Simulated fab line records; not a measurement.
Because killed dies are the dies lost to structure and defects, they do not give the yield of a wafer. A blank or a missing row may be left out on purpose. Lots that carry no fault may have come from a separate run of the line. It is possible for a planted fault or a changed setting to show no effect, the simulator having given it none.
What tool caused it? / flow sky130 / 11 lots with 33 wafers sampled at 6 steps, on a route of 708 steps

## WHAT THE GAUGES READ, wafer by wafer
SKY_POLY_GATE_THK_MEAS_01. Usual: POLY_GATE_CVD_00_THK 180.3 nm, standard deviation 1.3.
lot=L133; measured=day 14 08:53; on=filmMetro-03; POLY_GATE_CVD_00_THK (nm)=180.9 180.3 181.6; flag=
lot=L134; measured=day 14 18:01; on=filmMetro-04; POLY_GATE_CVD_00_THK (nm)=180.4 181.4 179.8; flag=
lot=L136; measured=day 16 02:47; on=filmMetro-02; POLY_GATE_CVD_00_THK (nm)=180.9 179.2 180.9; flag=
lot=L138; measured=day 16 02:49; on=filmMetro-04; POLY_GATE_CVD_00_THK (nm)=179.8 179.6 178.5; flag=
lot=L140; measured=day 17 15:23; on=filmMetro-04; POLY_GATE_CVD_00_THK (nm)=135.0 133.7 133.8; flag=OFF
lot=L141; measured=day 17 15:23; on=filmMetro-02; POLY_GATE_CVD_00_THK (nm)=136.7 135.2 136.1; flag=OFF
lot=L151; measured=day 21 00:34; on=filmMetro-02; POLY_GATE_CVD_00_THK (nm)=179.4 179.3 179.0; flag=
lot=L152; measured=day 21 02:22; on=filmMetro-03; POLY_GATE_CVD_00_THK (nm)=179.4 180.9 180.0; flag=
lot=L153; measured=day 21 11:22; on=filmMetro-02; POLY_GATE_CVD_00_THK (nm)=180.4 180.0 180.1; flag=
lot=L154; measured=day 21 23:59; on=filmMetro-04; POLY_GATE_CVD_00_THK (nm)=178.8 180.9 180.2; flag=
lot=L155; measured=day 22 04:31; on=filmMetro-02; POLY_GATE_CVD_00_THK (nm)=182.3 182.3 182.4; flag=

SKY_LI_CONTACT_CD_MEAS_12 targets a cd of 170 nm. Usual: 170.1 nm for cdNm, sd 1.3.
lot=L133; measured=day 29 15:28; on=cdSem-01; cdNm (nm)=171.6 170.0 170.2; flag=
lot=L134; measured=day 30 02:50; on=cdSem-02; cdNm (nm)=171.3 170.9 170.1; flag=
lot=L136; measured=day 31 07:38; on=cdSem-02; cdNm (nm)=171.7 171.4 172.4; flag=
lot=L138; measured=day 31 08:10; on=cdSem-02; cdNm (nm)=168.6 168.7 169.8; flag=
lot=L140; measured=day 32 22:17; on=cdSem-01; cdNm (nm)=170.4 170.0 169.5; flag=
lot=L141; measured=day 32 19:32; on=cdSem-02; cdNm (nm)=170.1 171.1 171.1; flag=
lot=L151; measured=day 35 17:04; on=cdSem-02; cdNm (nm)=171.1 170.9 171.4; flag=
lot=L152; measured=day 35 21:07; on=cdSem-02; cdNm (nm)=169.9 169.9 169.6; flag=
lot=L153; measured=day 36 02:50; on=cdSem-01; cdNm (nm)=169.2 169.9 170.1; flag=
lot=L154; measured=day 36 12:40; on=cdSem-01; cdNm (nm)=172.3 171.7 172.5; flag=
lot=L155; measured=day 36 16:32; on=cdSem-02; cdNm (nm)=170.4 171.1 170.2; flag=

## WHICH TOOL RAN EACH LOT (tool, then ch and the chambers of the sampled wafers, then the start)
lot=L133; SKY_FIELD_ISO_ETCH_15=rieDiel-03 ch 1,2,3, day 2 10:08; SKY_NWELL_RTA_28=rtpAnneal-02 ch 0, day 5 15:03; SKY_POLY_GATE_CVD_00=lpcvd-01 ch 0, day 14 07:41; SKY_POLY_GATE_ETCH_17=rieSi-02 ch 1,2,3, day 16 16:18
lot=L134; SKY_FIELD_ISO_ETCH_15=rieDiel-03 ch 0,2,3, day 2 15:30; SKY_NWELL_RTA_28=rtpAnneal-02 ch 0, day 5 19:43; SKY_POLY_GATE_CVD_00=lpcvd-01 ch 0, day 14 16:49; SKY_POLY_GATE_ETCH_17=rieSi-01 ch 0,1, day 17 01:42
lot=L136; SKY_FIELD_ISO_ETCH_15=rieDiel-01 ch 1,2, day 3 02:53; SKY_NWELL_RTA_28=rtpAnneal-01 ch 0, day 6 10:50; SKY_POLY_GATE_CVD_00=lpcvd-01 ch 1, day 16 00:59; SKY_POLY_GATE_ETCH_17=rieSi-02 ch 0,1, day 18 13:53
lot=L138; SKY_FIELD_ISO_ETCH_15=rieDiel-03 ch 0,1,2, day 3 11:36; SKY_NWELL_RTA_28=rtpAnneal-01 ch 0, day 6 19:22; SKY_POLY_GATE_CVD_00=lpcvd-01 ch 0, day 16 00:59; SKY_POLY_GATE_ETCH_17=rieSi-01 ch 0,1, day 18 14:14
lot=L140; SKY_FIELD_ISO_ETCH_15=rieDiel-01 ch 0,1,2, day 3 22:06; SKY_NWELL_RTA_28=rtpAnneal-01 ch 0, day 7 08:44; SKY_POLY_GATE_CVD_00=lpcvd-01 ch 0, day 17 14:11; SKY_POLY_GATE_ETCH_17=rieSi-01 ch 0,1,2, day 20 08:06
lot=L141; SKY_FIELD_ISO_ETCH_15=rieDiel-03 ch 0,1,2, day 4 03:00; SKY_NWELL_RTA_28=rtpAnneal-02 ch 0, day 7 13:38; SKY_POLY_GATE_CVD_00=lpcvd-01 ch 0, day 17 14:11; SKY_POLY_GATE_ETCH_17=rieSi-02 ch 1,2, day 20 07:53
lot=L151; SKY_FIELD_ISO_ETCH_15=rieDiel-04 ch 2,3, day 6 08:54; SKY_NWELL_RTA_28=rtpAnneal-02 ch 0, day 10 05:45; SKY_POLY_GATE_CVD_00=lpcvd-01 ch 1, day 20 23:21; SKY_POLY_GATE_ETCH_17=rieSi-02 ch 1,2, day 23 17:03
lot=L152; SKY_FIELD_ISO_ETCH_15=rieDiel-03 ch 1,2,3, day 6 15:14; SKY_NWELL_RTA_28=rtpAnneal-01 ch 0, day 10 11:01; SKY_POLY_GATE_CVD_00=lpcvd-01 ch 0, day 21 00:33; SKY_POLY_GATE_ETCH_17=rieSi-01 ch 1,2,3, day 23 19:00
lot=L153; SKY_FIELD_ISO_ETCH_15=rieDiel-03 ch 0,2,3, day 6 18:35; SKY_NWELL_RTA_28=rtpAnneal-02 ch 0, day 10 16:17; SKY_POLY_GATE_CVD_00=lpcvd-01 ch 1, day 21 10:10; SKY_POLY_GATE_ETCH_17=rieSi-02 ch 0,2,3, day 24 02:48
lot=L154; SKY_FIELD_ISO_ETCH_15=rieDiel-04 ch 2,3, day 7 02:39; SKY_NWELL_RTA_28=rtpAnneal-02 ch 0, day 11 00:58; SKY_POLY_GATE_CVD_00=lpcvd-01 ch 0, day 21 22:46; SKY_POLY_GATE_ETCH_17=rieSi-01 ch 0,3, day 24 15:26
lot=L155; SKY_FIELD_ISO_ETCH_15=rieDiel-01 ch 2,3, day 7 07:15; SKY_NWELL_RTA_28=rtpAnneal-01 ch 0, day 11 09:08; SKY_POLY_GATE_CVD_00=lpcvd-01 ch 1, day 22 03:19; SKY_POLY_GATE_ETCH_17=rieSi-02 ch 0,1, day 24 19:26
- SKY_FIELD_ISO_ETCH_15: etches the open film in CHF3/O2, stops on Si, target depth 180 nm, time 72 s.
- SKY_NWELL_RTA_28: time 30 s.
- SKY_POLY_GATE_CVD_00: deposits poly-Si, target thk 180 nm, time 720 s.
- SKY_POLY_GATE_ETCH_17: etches poly-Si in HBr/Cl2, stops on SiO2, target depth 180 nm, time 70.5 s.

## AS READ BY THE TOOLS THEMSELVES (means over the sampled wafers that have a number; for cases with no such wafer, the mark the record gives instead)
SKY_FIELD_ISO_ETCH_15. Usual: biasW 200.0 W, standard deviation 0.61; drypumpMotorCurrentA 5.6 A, standard deviation 0.57; oesProductAu 0.949 a.u., standard deviation 0.006; throttleValvePct 8.845 %, standard deviation 0.0089.
lot=L133; tool=rieDiel-03; biasW (W)=200.3; drypumpMotorCurrentA (A)=5.8; oesProductAu (a.u.)=0.941; throttleValvePct (%)=8.843; flag=
lot=L134; tool=rieDiel-03; biasW (W)=199.4; drypumpMotorCurrentA (A)=6.1; oesProductAu (a.u.)=0.948; throttleValvePct (%)=8.843; flag=
lot=L136; tool=rieDiel-01; biasW (W)=200.0; drypumpMotorCurrentA (A)=5.8; oesProductAu (a.u.)=0.955; throttleValvePct (%)=8.849; flag=
lot=L138; tool=rieDiel-03; biasW (W)=199.9; drypumpMotorCurrentA (A)=5.7; oesProductAu (a.u.)=0.948; throttleValvePct (%)=8.847; flag=
lot=L140; tool=rieDiel-01; biasW (W)=199.9; drypumpMotorCurrentA (A)=6.1; oesProductAu (a.u.)=0.953; throttleValvePct (%)=8.848; flag=
lot=L141; tool=rieDiel-03; biasW (W)=200.0; drypumpMotorCurrentA (A)=5.7; oesProductAu (a.u.)=0.952; throttleValvePct (%)=8.849; flag=
lot=L151; tool=rieDiel-04; biasW (W)=199.8; drypumpMotorCurrentA (A)=5.3; oesProductAu (a.u.)=0.945; throttleValvePct (%)=8.838; flag=
lot=L152; tool=rieDiel-03; biasW (W)=200.1; drypumpMotorCurrentA (A)=5.7; oesProductAu (a.u.)=0.942; throttleValvePct (%)=8.847; flag=
lot=L153; tool=rieDiel-03; biasW (W)=199.8; drypumpMotorCurrentA (A)=6.1; oesProductAu (a.u.)=0.956; throttleValvePct (%)=8.850; flag=
lot=L154; tool=rieDiel-04; biasW (W)=200.1; drypumpMotorCurrentA (A)=5.2; oesProductAu (a.u.)=0.944; throttleValvePct (%)=8.855; flag=
lot=L155; tool=rieDiel-01; biasW (W)=199.1; drypumpMotorCurrentA (A)=5.2; oesProductAu (a.u.)=0.945; throttleValvePct (%)=8.841; flag=

SKY_NWELL_RTA_28. Usual: chamberO2Ppm 2.002, standard deviation 0.022; lampPowerPct 25.31 %, standard deviation 0.051; wafer_temp_C_max 1054.9, standard deviation 1.
lot=L133; tool=rtpAnneal-02; chamberO2Ppm=1.994; lampPowerPct (%)=25.28; wafer_temp_C_max=1055.9; flag=
lot=L134; tool=rtpAnneal-02; chamberO2Ppm=1.999; lampPowerPct (%)=25.29; wafer_temp_C_max=1055.6; flag=
lot=L136; tool=rtpAnneal-01; chamberO2Ppm=1.993; lampPowerPct (%)=25.31; wafer_temp_C_max=1055.3; flag=
lot=L138; tool=rtpAnneal-01; chamberO2Ppm=1.955; lampPowerPct (%)=25.33; wafer_temp_C_max=1054.6; flag=
lot=L140; tool=rtpAnneal-01; chamberO2Ppm=1.989; lampPowerPct (%)=25.30; wafer_temp_C_max=1055.1; flag=
lot=L141; tool=rtpAnneal-02; chamberO2Ppm=2.007; lampPowerPct (%)=25.34; wafer_temp_C_max=1054.9; flag=
lot=L151; tool=rtpAnneal-02; chamberO2Ppm=2.033; lampPowerPct (%)=25.25; wafer_temp_C_max=1055.6; flag=
lot=L152; tool=rtpAnneal-01; chamberO2Ppm=2.016; lampPowerPct (%)=25.32; wafer_temp_C_max=1054.7; flag=
lot=L153; tool=rtpAnneal-02; chamberO2Ppm=2.009; lampPowerPct (%)=25.30; wafer_temp_C_max=1054.7; flag=
lot=L154; tool=rtpAnneal-02; chamberO2Ppm=1.992; lampPowerPct (%)=25.29; wafer_temp_C_max=1054.2; flag=
lot=L155; tool=rtpAnneal-01; chamberO2Ppm=2.000; lampPowerPct (%)=25.31; wafer_temp_C_max=1055.1; flag=

SKY_POLY_GATE_CVD_00. Usual: spikeTcUpperC 620.6 C, standard deviation 1.2; susceptorTempC 620.00 C, standard deviation 0.29.
lot=L133; tool=lpcvd-01; spikeTcUpperC (C)=621.0; susceptorTempC (C)=620.07; flag=
lot=L134; tool=lpcvd-01; spikeTcUpperC (C)=621.5; susceptorTempC (C)=620.28; flag=
lot=L136; tool=lpcvd-01; spikeTcUpperC (C)=620.2; susceptorTempC (C)=619.53; flag=
lot=L138; tool=lpcvd-01; spikeTcUpperC (C)=620.7; susceptorTempC (C)=620.13; flag=
lot=L140; tool=lpcvd-01; spikeTcUpperC (C)=620.5; susceptorTempC (C)=619.95; flag=
lot=L141; tool=lpcvd-01; spikeTcUpperC (C)=620.8; susceptorTempC (C)=620.15; flag=
lot=L151; tool=lpcvd-01; spikeTcUpperC (C)=619.9; susceptorTempC (C)=619.98; flag=
lot=L152; tool=lpcvd-01; spikeTcUpperC (C)=620.6; susceptorTempC (C)=620.53; flag=
lot=L153; tool=lpcvd-01; spikeTcUpperC (C)=620.6; susceptorTempC (C)=619.94; flag=
lot=L154; tool=lpcvd-01; spikeTcUpperC (C)=620.8; susceptorTempC (C)=619.96; flag=
lot=L155; tool=lpcvd-01; spikeTcUpperC (C)=620.5; susceptorTempC (C)=620.11; flag=

SKY_POLY_GATE_ETCH_17. Usual: biasW 100.07 W, standard deviation 0.28; drypumpMotorCurrentA 5.6 A, standard deviation 0.58; oesProductAu 0.989 a.u., standard deviation 0.0067; throttleValvePct 33.684 %, standard deviation 0.009.
lot=L133; tool=rieSi-02; biasW (W)=100.42; drypumpMotorCurrentA (A)=5.7; oesProductAu (a.u.)=0.994; throttleValvePct (%)=33.676; flag=
lot=L134; tool=rieSi-01; biasW (W)=99.80; drypumpMotorCurrentA (A)=5.8; oesProductAu (a.u.)=0.988; throttleValvePct (%)=33.678; flag=
lot=L136; tool=rieSi-02; biasW (W)=100.06; drypumpMotorCurrentA (A)=4.8; oesProductAu (a.u.)=0.989; throttleValvePct (%)=33.695; flag=
lot=L138; tool=rieSi-01; biasW (W)=99.96; drypumpMotorCurrentA (A)=5.9; oesProductAu (a.u.)=0.989; throttleValvePct (%)=33.682; flag=
lot=L140; tool=rieSi-01; biasW (W)=99.72; drypumpMotorCurrentA (A)=5.8; oesProductAu (a.u.)=0.813; throttleValvePct (%)=33.691; flag=OFF
lot=L141; tool=rieSi-02; biasW (W)=100.31; drypumpMotorCurrentA (A)=5.1; oesProductAu (a.u.)=0.822; throttleValvePct (%)=33.694; flag=OFF
lot=L151; tool=rieSi-02; biasW (W)=100.01; drypumpMotorCurrentA (A)=5.2; oesProductAu (a.u.)=0.987; throttleValvePct (%)=33.689; flag=
lot=L152; tool=rieSi-01; biasW (W)=99.93; drypumpMotorCurrentA (A)=5.9; oesProductAu (a.u.)=0.983; throttleValvePct (%)=33.683; flag=
lot=L153; tool=rieSi-02; biasW (W)=100.11; drypumpMotorCurrentA (A)=5.6; oesProductAu (a.u.)=0.990; throttleValvePct (%)=33.689; flag=
lot=L154; tool=rieSi-01; biasW (W)=99.78; drypumpMotorCurrentA (A)=5.8; oesProductAu (a.u.)=0.986; throttleValvePct (%)=33.680; flag=
lot=L155; tool=rieSi-02; biasW (W)=100.18; drypumpMotorCurrentA (A)=4.9; oesProductAu (a.u.)=0.999; throttleValvePct (%)=33.681; flag=

## THE ANSWER, worked out from the rows above alone
Rule: a lot counts as off when the mean over its wafers that have a number is more than 3 standard deviations away from the usual mean. A lot without any number at a reading at which 4 lots or more have one is off too. The other lots that the step has rows for count as sound. The gauges are gone through in route order, then the tools' own readings, and for those a lot's mean is taken as printed above. At the first step where some lot is off, the reading lying furthest off is the one used; lots without a number count as furthest.
Off: at SKY_POLY_GATE_THK_MEAS_01 (POLY_GATE_CVD_00_THK), L140, L141.
If a tool, at a process step before that reading, ran all the lots that are off and no sound lot after the first of them, it fits. Not tried: the gauges at SKY_POLY_GATE_THK_MEAS_01; whatever is off there is also off at SKY_POLY_GATE_ETCH_17, on other tools, and gauge error can't account for it. No candidate that was tried fits.

## WHAT WAS PUT IN BY THE SIMULATOR
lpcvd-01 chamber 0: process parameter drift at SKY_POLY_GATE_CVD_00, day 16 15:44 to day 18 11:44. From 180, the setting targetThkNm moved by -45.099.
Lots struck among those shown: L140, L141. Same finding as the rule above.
